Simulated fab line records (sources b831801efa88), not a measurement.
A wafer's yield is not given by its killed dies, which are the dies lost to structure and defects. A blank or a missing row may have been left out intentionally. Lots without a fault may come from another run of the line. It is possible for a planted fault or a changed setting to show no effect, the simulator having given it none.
fab line records    flow sfq-line
record: lots: 15  wafers: 45  last-day: 84
route steps=325 shown JJ@186 M7@292 M8@318
lots with no fault: from the same line, run without faults
start-h: the number of hours between the record's first day and the start of the first shown wafer of the lot    wait-h: time in hours since the lot's previous step    " repeats the value in the row above    L1.1+2: one row covering several wafers at once    - no value present, or no start provided    * or withheld: withheld    < > ~ a bound
route shown NAME@n: a module of which the file shows steps, and the number in the route of the first    usual: mean/standard deviation taken from wafers without a fault    same: alike in all rows    chamber/n: place in a boat    sites: the reading at each site    _std_site: how widely they spread, as a standard deviation    _edge_site: outer sites' mean less inner sites'    radius-mm: how far each site lies from the wafer's centre    mask NAME#n: copy n    behind: the tool/chamber that last shaped the wafer    hold: reason for holding the lot/hours on hold/outcome of the hold    device: transistor that didn't switch, given as n, p or np    end of line: the tests these same wafers got at the end of their route    a step without rows: its recipe alone    killed: count of dies lost to structure and defects at first sort (not the wafer's yield)    map: dies across one wafer; x = killed, . = not, _ = none there
set.NAME: the setting the step ran with; set.NAME@STEP: the setting that earlier step ran with    model.NAME: the simulator's own value behind a step, which no gauge read
one table for each step of the route and one row for each wafer, over a sample of lots
services: when a tool's chamber went out of use (start-h, in hours from the record's first day, below 0 if earlier), for how many hours, and the reason
== steps ==
step: SFQ_TRILAYER_JJ_CE_LITHO_COAT_114
recipe: resist: KrF  spin-rpm: 3000  resist-thk-nm: 600
usual: dispense-pressure-kPa: 51.4/1.2  spin-speed-rpm: 3000.1/2
lot.wafer  tool            chamber  start-h  wait-h  dispense-pressure-kPa  spin-speed-rpm
L482.2     litho-track-02  0        866.48   0.2     53.3                   2999.7
L482.5     "               0        "        "       53.3                   2999.2
L482.6     "               0        "        "       53.3                   2997.7
L483.1     litho-track-03  0        877.97   0.2     50.4                   2998.8
L483.2     "               0        "        "       50.4                   2998.7
L483.4     "               0        "        "       50.4                   3000.3
L485.2     litho-track-03  0        893.62   0.2     50.4                   2999.2
L485.3     "               0        "        "       50.4                   2998.6
L485.4     "               0        "        "       50.4                   2998.6
L486.4     litho-track-03  0        899.73   0.2     50.4                   2998.4
L486.5     "               0        "        "       50.4                   3002.8
L486.6     "               0        "        "       50.4                   2998.8
L489.1     litho-track-03  0        919.35   0.2     50.4                   2998.6
L489.2     "               0        "        "       50.4                   3004.1
L489.5     "               0        "        "       50.4                   2998.2
L491.3     litho-track-03  0        970.60   0.2     50.3                   2998.1
L491.5     "               0        "        "       50.4                   3000.9
L491.6     "               0        "        "       50.4                   2999.9
L493.4     litho-track-03  0        982.65   0.2     50.4                   2759.4
L493.5     "               0        "        "       50.4                   2757.4
L493.6     "               0        "        "       50.4                   2761.1
L494.2     litho-track-03  0        987.37   0.2     50.4                   2762.9
L494.3     "               0        "        "       50.4                   2756.0
L494.4     "               0        "        "       50.4                   2760.6
L495.1     litho-track-03  0        998.10   0.2     50.4                   2758.5
L495.2     "               0        "        "       50.4                   2758.0
L495.6     "               0        "        "       50.4                   2757.0
L499.2     litho-track-03  0        1207.26  0.2     50.4                   3001.4
L499.4     "               0        "        "       50.4                   2999.6
L499.6     "               0        "        "       50.4                   2998.6
L500.3     litho-track-01  0        1210.91  0.2     51.6                   3001.2
L500.4     "               0        "        "       51.6                   3003.7
L500.6     "               0        "        "       51.6                   2999.0
L501.4     litho-track-02  0        1220.07  0.2     53.3                   3003.8
L501.5     "               0        "        "       53.3                   3000.6
L501.6     "               0        "        "       53.3                   2998.9
L502.1     litho-track-03  0        1241.17  0.2     50.4                   3000.8
L502.5     "               0        "        "       50.4                   2998.7
L502.6     "               0        "        "       50.4                   3000.8
L503.2     litho-track-01  0        1251.60  0.2     51.6                   2998.4
L503.4     "               0        "        "       51.6                   2999.7
L503.5     "               0        "        "       51.6                   3000.4
L505.1     litho-track-02  0        1268.90  0.2     53.3                   3002.0
L505.4     "               0        "        "       53.3                   2999.4
L505.5     "               0        "        "       53.3                   3000.3
step: SFQ_TRILAYER_M7_BARC_OPEN_METAL_ETCH_229
recipe: mask-material: PR  chemistry: O2  target-depth-nm: 125  target: BARC  icp-w: 600  bias-w: 80  pressure-mtorr: 10  time-s: 41.7
usual: bias-w: 79.94/0.21  drypump-motor-current-A: 5.4/0.35  oes-product-au: 0.686/0.0043
same: time-s: 41.7
lot.wafer  tool          chamber  start-h  wait-h  bias-w  drypump-motor-current-A  oes-product-au  rf-hours-counter-h
L482.2     rie-metal-01  0        1652.14  0.0     79.88   5.9                      0.690           46
L482.5     "             0        "        "       79.23   5.9                      0.685           -
L482.6     "             1        "        "       80.23   5.5                      0.683           -
L483.1     rie-metal-03  0        1665.34  0.0     80.14   5.5                      0.683           29
L483.2     "             1        "        "       80.24   5.3                      0.690           111
L483.4     "             0        "        "       80.06   5.5                      0.687           -
L485.2     rie-metal-03  1        1685.86  0.0     79.86   5.3                      0.689           114
L485.3     "             0        "        "       80.08   5.5                      0.683           -
L485.4     "             1        "        "       80.17   5.3                      0.687           -
L486.4     rie-metal-03  1        1689.28  0.0     79.63   5.3                      0.686           -
L486.5     "             0        "        "       79.69   5.5                      0.687           -
L486.6     "             1        "        "       79.95   5.3                      0.676           -
L489.1     rie-metal-01  1        1698.08  0.0     79.85   5.5                      0.689           34
L489.2     "             0        "        "       80.26   5.9                      0.686           53
L489.5     "             0        "        "       79.70   5.9                      0.680           -
L491.3     rie-metal-01  1        1815.97  0.0     80.32   5.5                      0.687           -
L491.5     "             0        "        "       79.67   5.9                      0.685           -
L491.6     "             1        "        "       79.71   5.5                      0.687           -
L493.4     rie-metal-03  0        1832.77  0.0     79.76   5.5                      0.693           -
L493.5     "             1        "        "       79.81   5.3                      0.683           -
L493.6     "             0        "        "       80.23   5.5                      0.684           -
L494.2     rie-metal-03  0        1836.44  0.0     80.20   5.5                      0.683           56
L494.3     "             1        "        "       79.87   5.3                      0.684           -
L494.4     "             0        "        "       80.22   5.5                      0.684           -
L495.1     rie-metal-02  0        1847.24  0.0     80.26   4.7                      0.684           78
L495.2     "             1        "        "       79.93   5.4                      0.690           82
L495.6     "             0        "        "       80.22   4.7                      0.683           -
L499.2     rie-metal-01  0        1886.16  0.0     80.15   5.9                      0.684           82
L499.4     "             0        "        "       80.28   5.9                      0.692           -
L499.6     "             0        "        "       79.96   5.9                      0.680           -
L500.3     rie-metal-03  0        1896.98  0.0     79.83   5.5                      0.683           -
L500.4     "             1        "        "       79.84   5.3                      0.689           -
L500.6     "             0        "        "       80.07   5.5                      0.686           -
L501.4     rie-metal-03  0        1922.92  0.0     80.17   5.5                      0.679           -
L501.5     "             1        "        "       80.14   5.3                      0.678           -
L501.6     "             0        "        "       79.75   5.5                      0.677           -
L502.1     rie-metal-03  0        1925.30  0.0     80.15   5.5                      0.681           70
L502.5     "             1        "        "       80.19   5.3                      0.687           -
L502.6     "             0        "        "       79.77   5.5                      0.697           -
L503.2     rie-metal-01  0        1926.52  0.0     80.24   5.9                      0.688           -
L503.4     "             0        "        "       79.75   5.9                      0.684           -
L503.5     "             0        "        "       80.23   5.9                      0.690           -
L505.1     rie-metal-02  0        1932.50  0.0     79.87   4.7                      0.687           90
L505.4     "             1        "        "       79.69   5.4                      0.693           -
L505.5     "             0        "        "       79.91   4.7                      0.682           -
step: SFQ_M8_OVL_MEAS_948
usual: M8_OVL: 0/5.4
lot.wafer  tool        chamber  start-h  wait-h  M8_OVL[nm]
L482.2     overlay-02  -        1666.61  0.1     -9
L482.5     "           -        "        "       -5
L482.6     "           -        "        "       -5
L483.1     overlay-02  -        1767.14  0.1     2
L483.2     "           -        "        "       6
L483.4     "           -        "        "       6
L485.2     overlay-02  -        1784.82  0.1     -3
L485.3     "           -        "        "       5
L485.4     "           -        "        "       2
L486.4     overlay-01  -        1794.32  0.1     3
L486.5     "           -        "        "       -2
L486.6     "           -        "        "       2
L489.1     overlay-01  -        1801.50  0.1     -8
L489.2     "           -        "        "       -13
L489.5     "           -        "        "       -10
L491.3     overlay-01  -        1827.57  0.1     -6
L491.5     "           -        "        "       -1
L491.6     "           -        "        "       0
L493.4     overlay-01  -        1845.28  0.1     2
L493.5     "           -        "        "       13
L493.6     "           -        "        "       2
L494.2     overlay-02  -        1847.85  0.1     3
L494.3     "           -        "        "       -1
L494.4     "           -        "        "       -3
L495.1     overlay-02  -        1861.96  0.1     -3
L495.2     "           -        "        "       2
L495.6     "           -        "        "       2
L499.2     overlay-01  -        1901.15  0.1     7
L499.4     "           -        "        "       -2
L499.6     "           -        "        "       5
L500.3     overlay-01  -        1910.74  0.1     -5
L500.4     "           -        "        "       2
L500.6     "           -        "        "       1
L501.4     overlay-01  -        1938.77  0.1     -4
L501.5     "           -        "        "       -3
L501.6     "           -        "        "       -3
L502.1     overlay-01  -        1940.08  0.1     -14
L502.5     "           -        "        "       -5
L502.6     "           -        "        "       -8
L503.2     overlay-02  -        2010.73  0.1     -4
L503.4     "           -        "        "       -2
L503.5     "           -        "        "       3
L505.1     overlay-02  -        2016.73  0.1     -2
L505.4     "           -        "        "       2
L505.5     "           -        "        "       2
step: SFQ_M8_THK_MEAS_950
recipe: thk-meas-gauge: xrf  reads: Au_of_TRILAYER_M8_DEP_EVAP_196
usual: M8_AU_THK: 190.0/2
lot.wafer  tool           chamber  start-h  wait-h  M8_AU_THK[nm]
L482.2     film-metro-02  -        1667.52  0.1     189.5
L482.5     "              -        "        "       190.9
L482.6     "              -        "        "       189.9
L483.1     film-metro-02  -        1768.04  0.1     186.3
L483.2     "              -        "        "       186.9
L483.4     "              -        "        "       185.8
L485.2     film-metro-03  -        1785.73  0.1     186.5
L485.3     "              -        "        "       187.2
L485.4     "              -        "        "       186.2
L486.4     film-metro-03  -        1795.23  0.1     189.9
L486.5     "              -        "        "       189.4
L486.6     "              -        "        "       188.1
L489.1     film-metro-03  -        1802.40  0.1     191.1
L489.2     "              -        "        "       190.1
L489.5     "              -        "        "       191.4
L491.3     film-metro-03  -        1828.48  0.1     189.2
L491.5     "              -        "        "       190.5
L491.6     "              -        "        "       187.9
L493.4     film-metro-03  -        1846.19  0.1     188.5
L493.5     "              -        "        "       191.7
L493.6     "              -        "        "       189.8
L494.2     film-metro-03  -        1848.75  0.1     193.7
L494.3     "              -        "        "       192.7
L494.4     "              -        "        "       193.4
L495.1     film-metro-03  -        1862.86  0.1     189.7
L495.2     "              -        "        "       190.9
L495.6     "              -        "        "       191.2
L499.2     film-metro-02  -        1902.05  0.1     190.9
L499.4     "              -        "        "       190.1
L499.6     "              -        "        "       190.6
L500.3     film-metro-03  -        1911.65  0.1     189.7
L500.4     "              -        "        "       190.7
L500.6     "              -        "        "       191.9
L501.4     film-metro-03  -        1939.68  0.1     187.0
L501.5     "              -        "        "       187.5
L501.6     "              -        "        "       186.8
L502.1     film-metro-03  -        1940.98  0.1     191.1
L502.5     "              -        "        "       191.7
L502.6     "              -        "        "       191.9
L503.2     film-metro-01  -        2011.64  0.1     190.5
L503.4     "              -        "        "       187.0
L503.5     "              -        "        "       190.0
L505.1     film-metro-03  -        2017.72  0.1     187.3
L505.4     "              -        "        "       188.2
L505.5     "              -        "        "       187.8
== services ==
tool          chamber  start-h  hours  kind
rie-metal-03  -        858.02   0.4    repair
rie-metal-03  0        858.34   4.4    repair
rie-metal-02  -        883.65   1.2    repair
rie-metal-01  1        970.67   9.8    repair
rie-metal-02  1        1002.11  15.7   repair
rie-metal-02  0        1011.13  20.4   repair
rie-metal-02  1        1181.51  7.3    repair
rie-metal-02  0        1205.91  9.3    repair
rie-metal-03  -        1230.41  1.4    pm
rie-metal-01  -        1265.25  2.8    pm
rie-metal-02  1        1268.05  2.7    repair
rie-metal-01  -        1281.27  1.4    pm
rie-metal-01  1        1327.60  11.9   repair
rie-metal-02  -        1363.37  2.8    pm
rie-metal-03  0        1408.68  -      clean
rie-metal-03  -        1423.99  2.8    pm
rie-metal-03  1        1479.73  7.8    repair
rie-metal-03  -        1581.46  14.6   pm
rie-metal-01  0        1643.39  6.0    repair
rie-metal-01  0        1821.55  4.8    repair
rie-metal-02  -        1844.51  0.4    repair
rie-metal-01  -        1851.11  0.4    repair
rie-metal-01  1        1893.92  1.3    repair
rie-metal-01  1        1914.98  20.5   repair
== key ==
first-sign: step: SFQ_TRILAYER_JJ_CE_LITHO_COAT_114  reading: spin-speed-rpm  direction: down  sigmas: 99+  usual: 3000.1  struck: 2759.0
effect none on later readings
met-at SFQ_TRILAYER_JJ_CE_LITHO_COAT_114
struck-lots L493,L494,L495
not-acting-at SFQ_TRILAYER_M7_BARC_OPEN_METAL_ETCH_229,SFQ_M8_OVL_MEAS_948,SFQ_M8_THK_MEAS_950
onset-between 970.60 982.65
fault: kind: process-parameter-drift  tool: litho-track-03  chamber: -  onset-h: 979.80  steps: SFQ_TRILAYER_JJ_CE_LITHO_COAT_114  channel: spin-rpm  offset: -240.38  shape: step  end-h: 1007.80  acts-in: these-recipes-only  stated: 3000
